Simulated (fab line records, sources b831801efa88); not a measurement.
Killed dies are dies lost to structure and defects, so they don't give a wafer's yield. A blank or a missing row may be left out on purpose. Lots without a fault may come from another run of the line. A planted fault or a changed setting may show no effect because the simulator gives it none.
Chamber matching | flow gf180mcu | GF_V3_CMP_26 on cmp-01: 4 sister chambers
The step polishes, stops on SiO2, t overpolish 15 s, target thk 0 nm. 18 wafers are shown with their chamber, then 9 later ones without.

WAFERS WITH THEIR CHAMBER
wafer  | chamber | motor_current_A (A) | time_to_endpoint_s (s) | overpolish_run_s (s)
L075.1 | 2       | 10.9                | 82                     | 15.000
L075.2 | 0       | 10.7                | 85                     | 14.995
L075.6 | 2       | 10.2                | 83                     | 15.002
L076.1 | 3       | 10.1                | 84                     | 15.006
L076.3 | 1       | 10.4                | 85                     | 15.003
L076.4 | 0       | 11.5                | 84                     | 14.993
L078.1 | 0       | 10.7                | 85                     | 15.008
L078.2 | 2       | 11.2                | 81                     | 15.005
L078.4 | 3       | 9.8                 | 82                     | 15.004
L080.3 | 1       | 10.2                | 82                     | 14.981
L080.5 | 1       | 10.0                | 82                     | 14.998
L080.6 | 2       | 10.9                | 78                     | 15.002
L087.1 | 1       | 10.7                | 83                     | 15.001
L087.4 | 3       | 10.0                | 79                     | 15.025
L087.6 | 3       | 9.9                 | 81                     | 14.999
L088.1 | 3       | 10.0                | 82                     | 15.002
L088.3 | 2       | 10.2                | 86                     | 15.002
L088.6 | 1       | 11.2                | 87                     | 14.997

SIGNATURES (means of the wafers above)
reading            | chamber 0 | chamber 1 | chamber 2 | chamber 3 | scatter within a chamber
motor_current_A    | 10.967    | 10.500    | 10.680    | 9.960     | 0.395
time_to_endpoint_s | 84.67     | 83.80     | 82.00     | 81.60     | 2.18
overpolish_run_s   | 14.99867  | 14.99600  | 15.00220  | 15.00720  | 0.00789
Rule: a wafer's distance from a chamber is the root of the sum, over the readings, of the square of ((its reading less the chamber's mean) divided by the reading's scatter). The wafer belongs to the nearest chamber; if the next one is less than 2 further off, it can't be placed. The scatter: the root of (the sum of the squares of (reading less its chamber's mean) over the shown wafers, divided by (wafers less chambers)).

WAFERS WITHOUT THEIR CHAMBER
wafer  | motor_current_A (A) | time_to_endpoint_s (s) | overpolish_run_s (s)
L089.1 | 10.8                | 79                     | 14.996
L089.3 | 10.9                | 81                     | 15.007
L089.4 | 10.6                | 81                     | 14.980
L092.1 | 10.9                | 81                     | 14.997
L092.2 | 11.0                | 81                     | 15.002
L092.3 | 10.5                | 85                     | 14.989
L096.2 | 11.3                | 81                     | 15.005
L096.4 | 10.6                | 86                     | 15.017
L096.5 | 10.3                | 81                     | 14.992

WHICH CHAMBER EACH WENT THROUGH
wafer  | from the rows above               | in truth
L089.1 | can't be placed: 2 or 1 or 0 or 3 | 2
L089.3 | can't be placed: 2 or 0 or 1 or 3 | 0
L089.4 | can't be placed: 1 or 2 or 0 or 3 | 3
L092.1 | can't be placed: 2 or 1 or 0 or 3 | 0
L092.2 | can't be placed: 2 or 0 or 1 or 3 | 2
L092.3 | can't be placed: 1 or 0 or 2      | 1
L096.2 | can't be placed: 2 or 0 or 1 or 3 | 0
L096.4 | can't be placed: 0 or 2 or 1 or 3 | 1
L096.5 | can't be placed: 1 or 2 or 3 or 0 | 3
Placed correctly: 0 of 9. Can't be placed from these rows: 9 (the true chamber is among the candidates in 9). Placed wrongly: 0.
